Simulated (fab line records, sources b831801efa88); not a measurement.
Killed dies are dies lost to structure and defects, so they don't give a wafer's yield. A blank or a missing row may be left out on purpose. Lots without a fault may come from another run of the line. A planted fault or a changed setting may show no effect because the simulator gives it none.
fab line records | flow sky130
record lots=7 wafers=21 last_day=49
route steps=708 shown SONOS_ONO@186 GATE_OXIDE@187 PAD_OPEN@708
lots that met no fault: from a run of the same line without faults
start_h: hours from the record's first day to the start of the lot's first wafer shown | wait_h: hours since the lot's step before | " the same as in the row above | L1.1+2: a row that stands for several wafers | - no value, or no start given | * or withheld: withheld | < > ~ a bound
route shown NAME@n: a module of which the file shows steps, and the number in the route of the first | usual: mean/standard deviation of fault-free wafers | same: alike in all rows | chamber/n: place in a boat | sites: the reading at each site | _std_site: their standard deviation | _edge_site: outer sites' mean less inner sites' | radius_mm: how far each site lies from the wafer's centre | mask NAME#n: copy n | behind: the tool/chamber that last shaped the wafer | hold: why the lot was held/for how many hours/how that ended | device: the transistor (n, p or np) that didn't switch | end of line: the same wafers' tests at the end of the route | a step without rows: its recipe alone | killed: dies lost to structure and defects at the first sort, not the wafer's yield | map: a wafer's dies, x killed, . not, _ none there
set.NAME: the setting as run; set.NAME@STEP: as run at that earlier step | model.NAME: the simulator's own value behind a step, which no gauge read
lots at some steps of the route; a table a step, a row a wafer
services: from which hour (start_h, from the record's first day; less than 0 if before it) a tool's chamber was out of use, for how many hours, and why
## steps
# step SKY_SONOS_ONO_WET_ETCH_18
# recipe chemistry=H3PO4 target_depth_nm=15 target=Si3N4 temp_c=160 time_s=172
# step SKY_GATE_OXIDE_CLEAN_00
# recipe chemistry=SC1/SC2 mix=1:4:20 temp_c=70 time_s=150 dry=n2_spin
# step SKY_GATE_OXIDE_OXIDATION_01
# recipe temp_c=900 ambient=O2 stabilise_s=600 purge_s=300 target_thk_a=102.68 ox_time_s=1473
# step SKY_GATE_OXIDE_THK_MEAS_02
# recipe reads=SiO2_of_GATE_OXIDE_OXIDATION_01
# usual GATE_OXIDE_OXIDATION_00_THK=10.32/0.2
# columns lot.wafer tool chamber start_h wait_h GATE_OXIDE_OXIDATION_00_THK[nm]
L871.1 film_metro-03 - 301.32 0.0 10.44
L871.4 " - " " 10.53
L871.5 " - " " 10.58
L873.1 film_metro-01 - 329.95 0.0 10.40
L873.2 " - " " 10.27
L873.5 " - " " 10.30
L878.1 film_metro-02 - 360.97 0.0 10.10
L878.2 " - " " 10.17
L878.4 " - " " 9.96
L877.2 film_metro-01 - 360.98 0.0 10.50
L877.4 " - " " 10.15
L877.6 " - " " 10.36
L883.1 film_metro-03 - 404.44 0.0 10.51
L883.3 " - " " 10.61
L883.6 " - " " 10.27
L886.1 film_metro-02 - 430.76 0.0 10.10
L886.2 " - " " 10.08
L886.3 " - " " 10.04
L887.2 film_metro-03 - 439.74 0.0 10.28
L887.3 " - " " 10.35
L887.4 " - " " 10.32
# step SKY_GATE_OXIDE_DEHYDRATE_03
# recipe temp_c=200 time_s=60
# step SKY_GATE_OXIDE_HMDS_04
# recipe prime_time_s=60 prime_temp_c=120
# step SKY_GATE_OXIDE_COAT_05
# recipe resist=NOVOLAK spin_rpm=3000 resist_thk_nm=1140
# step SKY_GATE_OXIDE_SOFTBAKE_06
# recipe temp_c=90 time_s=60 resist=NOVOLAK
# step SKY_GATE_OXIDE_EXPOSE_07
# recipe mask_id=LVOM na=0.6 source_shape=conventional sigma_outer=0.6 polarization=unpolarized target_cd_nm=600 dose_mj=170
# step SKY_GATE_OXIDE_PEB_08
# recipe temp_c=withheld time_s=* resist=NOVOLAK
# step SKY_GATE_OXIDE_DEVELOP_09
# recipe resist=NOVOLAK developer=TMAH develop_time_s=60 dev_temp_c=23
# step SKY_GATE_OXIDE_OVL_MEAS_10
# usual GATE_OXIDE_OVL=0.5/1.5
# columns lot.wafer tool chamber start_h wait_h GATE_OXIDE_OVL[nm]
L871.1 overlay-01 - 327.71 0.1 -0.2
L871.4 " - " " 1.0
L871.5 " - " " 0.4
L873.1 overlay-02 - 356.87 0.1 0.7
L873.2 " - " " 1.3
L873.5 " - " " 1.8
L877.2 overlay-01 - 389.43 0.1 -0.4
L877.4 " - " " 0.2
L877.6 " - " " -2.0
L878.1 overlay-02 - 389.56 0.1 0.8
L878.2 " - " " 0.1
L878.4 " - " " 0.1
L883.1 overlay-01 - 434.46 0.1 -1.6
L883.3 " - " " -1.9
L883.6 " - " " -1.7
L886.1 overlay-01 - 461.87 0.1 -0.8
L886.2 " - " " 1.1
L886.3 " - " " 0.9
L887.2 overlay-02 - 470.61 0.1 2.8
L887.3 " - " " 0.8
L887.4 " - " " 1.7
# step SKY_GATE_OXIDE_IMPLANT_11
# recipe species=B energy_kev=10 dose_cm2=2.6e+12 tilt_deg=withheld
# columns lot.wafer tool chamber start_h wait_h
L871.1+4+5 implanter-04 0 327.75 0.0
L873.1+2+5 implanter-03 0 356.91 0.0
L873.1+2+5 implanter-03 0 357.22 0.3
L877.2+4+6 implanter-03 0 389.48 0.0
L877.2+4+6 implanter-03 0 389.80 0.3
L878.1+2+4 implanter-01 0 389.60 0.0
L878.1+2+4 implanter-01 0 389.92 0.3
L883.1+3+6 implanter-03 0 434.50 0.0
L886.1+2+3 implanter-04 0 461.91 0.0
L887.2+3+4 implanter-04 0 470.67 0.0
# step SKY_GATE_OXIDE_WET_ETCH_12
# recipe chemistry=dHF target_depth_nm=16.8 dry=n2_spin target=SiO2 dilution=100:1 temp_c=25 time_s=336
# step SKY_GATE_OXIDE_STRIP_13
# recipe chemistry=O2/N2 power_w=1400 pressure_mtorr=1500 platen_temp_c=withheld o2_flow_sccm=3000 n2_flow_sccm=300 overash_fraction=0.5
# usual chamber_pressure_mTorr=1499.9/1.4 drypump_motor_current_A=5.7/0.49 o2_flow_sccm=3000/9 oes_product_au=0.716/0.0047 strip_time_to_endpoint_s=14.17/0.042
# columns lot.wafer tool chamber start_h wait_h chamber_pressure_mTorr drypump_motor_current_A o2_flow_sccm oes_product_au rf_hours_counter_h strip_time_to_endpoint_s
L871.1 plasma_asher-03 1 328.12 0.0 1498.8 6.5 2990 0.718 18 14.18
L871.4 " 1 " " 1499.2 6.4 3000 0.716 - 14.13
L871.5 " 0 " " 1501.4 5.4 2996 0.714 - 14.16
L873.1 plasma_asher-01 1 357.48 0.0 1497.9 5.2 2984 0.711 43 14.07
L873.2 " 0 " " 1498.9 5.1 3003 0.715 43 14.13
L873.5 " 0 " " 1498.1 5.1 2995 0.718 - 14.13
L878.1 plasma_asher-02 1 390.17 0.0 1499.5 6.1 3010 0.722 75 14.08
L878.2 " 0 " " 1500.1 5.8 3003 0.713 75 14.15
L878.4 " 1 " " 1502.7 6.1 2992 0.710 - 14.14
L877.2 plasma_asher-01 1 390.36 0.0 1499.7 5.2 2995 0.715 46 14.16
L877.4 " 1 " " 1500.4 5.2 3001 0.709 - 14.17
L877.6 " 1 " " 1501.0 5.2 3029 0.709 - 14.22
L883.1 plasma_asher-02 1 434.85 0.0 1500.4 6.1 3016 0.719 0 14.12
L883.3 " 1 " " 1502.4 6.1 3012 0.715 - 14.18
L883.6 " 1 " " 1499.7 6.1 2990 0.716 - 14.17
L886.1 plasma_asher-02 0 462.16 0.0 1500.8 5.9 3004 0.712 3 14.16
L886.2 " 1 " " 1500.6 6.2 2988 0.721 3 14.18
L886.3 " 0 " " 1502.9 5.9 2996 0.707 - 14.22
L887.2 plasma_asher-02 1 470.90 0.0 1500.4 6.1 2985 0.716 4 14.18
L887.3 " 1 " " 1498.5 6.1 3009 0.711 - 14.13
L887.4 " 0 " " 1501.0 5.9 3015 0.715 - 14.24
# step SKY_GATE_OXIDE_TW_MEAS_14
# usual GATE_OXIDE_TW=223.1/2.2
# columns lot.wafer tool chamber start_h wait_h GATE_OXIDE_TW
L871.1 film_metro-02 - 328.22 0.1 225.6
L871.4 " - " " 228.2
L871.5 " - " " 226.8
L873.1 film_metro-01 - 357.58 0.1 270.2
L873.2 " - " " 272.3
L873.5 " - " " 270.8
L878.1 film_metro-01 - 390.27 0.1 271.8
L878.2 " - " " 270.3
L878.4 " - " " 270.5
L877.2 film_metro-02 - 390.47 0.1 274.8
L877.4 " - " " 274.6
L877.6 " - " " 275.3
L883.1 film_metro-03 - 434.95 0.1 224.2
L883.3 " - " " 224.5
L883.6 " - " " 224.6
L886.1 film_metro-02 - 462.26 0.1 224.5
L886.2 " - " " 225.3
L886.3 " - " " 225.8
L887.2 film_metro-03 - 471.01 0.1 225.9
L887.3 " - " " 225.5
L887.4 " - " " 224.8
# step SKY_GATE_OXIDE_CLEAN_15
# recipe chemistry=SC1/SC2 mix=1:4:20 temp_c=70 time_s=150 dry=n2_spin
# step SKY_PAD_OPEN_PROBE_99
# usual killed_at_M0_to_M3=43/6.6 killed_at_M4_up=3.1/1.6 killed_at_contacts=23/5.6 killed_at_front_end=15/4.2 killed_at_other=0.2/0.43 killed_dies=85/9.3 killed_open=46/6.6 killed_short=39/6.2
# same gross_dies=492 killed_at_back_side=0
# columns lot.wafer tool chamber start_h wait_h killed_at_M0_to_M3 killed_at_M4_up killed_at_contacts killed_at_front_end killed_at_other killed_dies killed_open killed_short
L873.1 prober-02 - 1106.96 0.1 60 4 23 22 1 110 53 57
L873.2 prober-02 - 1107.01 0.1 40 4 27 12 0 83 48 35
L873.5 prober-02 - 1107.16 0.2 46 5 26 17 0 94 46 48
L877.2 prober-01 - 1132.61 0.1 44 3 21 14 0 82 38 44
L877.4 prober-01 - 1132.71 0.2 42 4 26 15 0 87 42 45
L877.6 prober-01 - 1132.81 0.2 50 2 16 22 0 90 50 40
L887.2 prober-02 - 1179.61 0.1 45 2 23 13 0 83 57 26
L887.3 prober-02 - 1179.66 0.2 45 3 31 24 0 103 57 46
L887.4 prober-02 - 1179.71 0.2 42 3 17 10 0 72 41 31
# killed by level:class
L873.1 VIA1:geometric_particle:open=11 FIELD_ISO:geometric_particle:open=8 VIA3:geometric_particle:open=8 METAL1:geometric_particle:short=8 METAL2:geometric_particle:short=8 FIELD_ISO:geometric_particle:short=7 CONTACT:geometric_particle:open=7 VIA2:geometric_particle:open=7
L873.2 CONTACT:geometric_particle:open=10 LI_CONTACT:geometric_particle:open=9 VIA1:geometric_particle:open=9 METAL1:geometric_particle:short=8 VIA3:geometric_particle:open=5 VIA2:geometric_particle:open=5 POLY_GATE:geometric_particle:short=4 VIA1:geometric_particle:short=4
L873.5 CONTACT:geometric_particle:open=13 VIA1:geometric_particle:open=12 METAL1:geometric_particle:short=9 FIELD_ISO:geometric_particle:short=6 VIA2:geometric_particle:open=6 LI_CONTACT:geometric_particle:short=5 VIA1:geometric_particle:short=5 METAL2:geometric_particle:short=5
L877.2 LOCAL_INTERCONNECT:geometric_particle:short=10 METAL1:geometric_particle:short=7 VIA1:geometric_particle:open=7 VIA3:geometric_particle:open=7 VIA2:geometric_particle:open=6 VIA1:geometric_particle:short=6 LI_CONTACT:geometric_particle:open=5 VIA2:geometric_particle:short=4
L877.4 CONTACT:geometric_particle:open=9 VIA1:geometric_particle:open=8 METAL1:geometric_particle:short=6 VIA1:geometric_particle:short=6 LOCAL_INTERCONNECT:geometric_particle:short=5 CONTACT:geometric_particle:short=5 FIELD_ISO:geometric_particle:short=4 VIA3:geometric_particle:open=4
L877.6 VIA1:geometric_particle:open=13 CONTACT:geometric_particle:open=6 METAL1:geometric_particle:short=6 VIA2:geometric_particle:open=6 POLY_GATE:geometric_particle:short=5 SPACER:geometric_particle:open=5 LI_CONTACT:geometric_particle:open=5 VIA3:geometric_particle:short=5
L887.2 VIA2:geometric_particle:open=11 VIA3:geometric_particle:open=10 VIA1:geometric_particle:open=7 CONTACT:geometric_particle:open=7 FIELD_ISO:geometric_particle:open=6 LI_CONTACT:geometric_particle:open=5 CONTACT:geometric_particle:short=5 POLY_GATE:geometric_particle:open=4
L887.3 LI_CONTACT:geometric_particle:open=15 VIA1:geometric_particle:open=9 VIA3:geometric_particle:open=8 VIA1:geometric_particle:short=7 CONTACT:geometric_particle:open=7 METAL2:geometric_particle:short=7 POLY_GATE:geometric_particle:short=6 LI_CONTACT:geometric_particle:short=6
L887.4 VIA1:geometric_particle:open=12 CONTACT:geometric_particle:open=8 VIA2:geometric_particle:open=6 VIA1:geometric_particle:short=6 METAL2:geometric_particle:short=4 METAL1:geometric_particle:short=4 FIELD_ISO:geometric_particle:open=3 FIELD_ISO:geometric_particle:short=3
## services
# columns tool chamber start_h hours kind
plasma_asher-01 - 320.77 2.0 repair
implanter-04 - 338.24 2.1 repair
plasma_asher-01 - 346.25 8.3 repair
implanter-04 - 364.79 0.5 repair
implanter-01 - 365.05 3.2 pm
implanter-03 - 372.12 4.0 repair
plasma_asher-03 - 412.14 1.6 repair
implanter-03 - 417.66 2.1 repair
plasma_asher-02 - 421.27 9.0 pm
plasma_asher-02 0 421.27 9.0 vent_cycle
plasma_asher-02 1 421.27 9.0 vent_cycle
plasma_asher-02 0 430.27 - clean
plasma_asher-02 1 430.27 - clean
plasma_asher-02 - 444.39 0.4 repair
plasma_asher-01 - 452.35 1.1 repair
## key
first_sign step=SKY_GATE_OXIDE_IMPLANT_11 reading=visit direction=added
effect step=SKY_GATE_OXIDE_TW_MEAS_14 reading=GATE_OXIDE_TW direction=up sigmas=22 usual=223.1 struck=272.3
met_at SKY_GATE_OXIDE_IMPLANT_11
struck_wafers L873.1,L873.2,L873.5,L877.2,L877.4,L877.6,L878.1,L878.2,L878.4
tester_left_out L873,L877,L878
fault kind=repeated_step_whole tool=implanter-01,implanter-03,implanter-04 chamber=- onset_h=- steps=SKY_GATE_OXIDE_IMPLANT_11 times=1 scope=struck_lots_only
# tester_left_out: of these lots the tester's yield and bins aren't shown, on N5 and GAA mostly nor the transistor test; their killed dies are dies lost to structure and defects alone, not to doping, threshold or leakage, so they don't give the yield
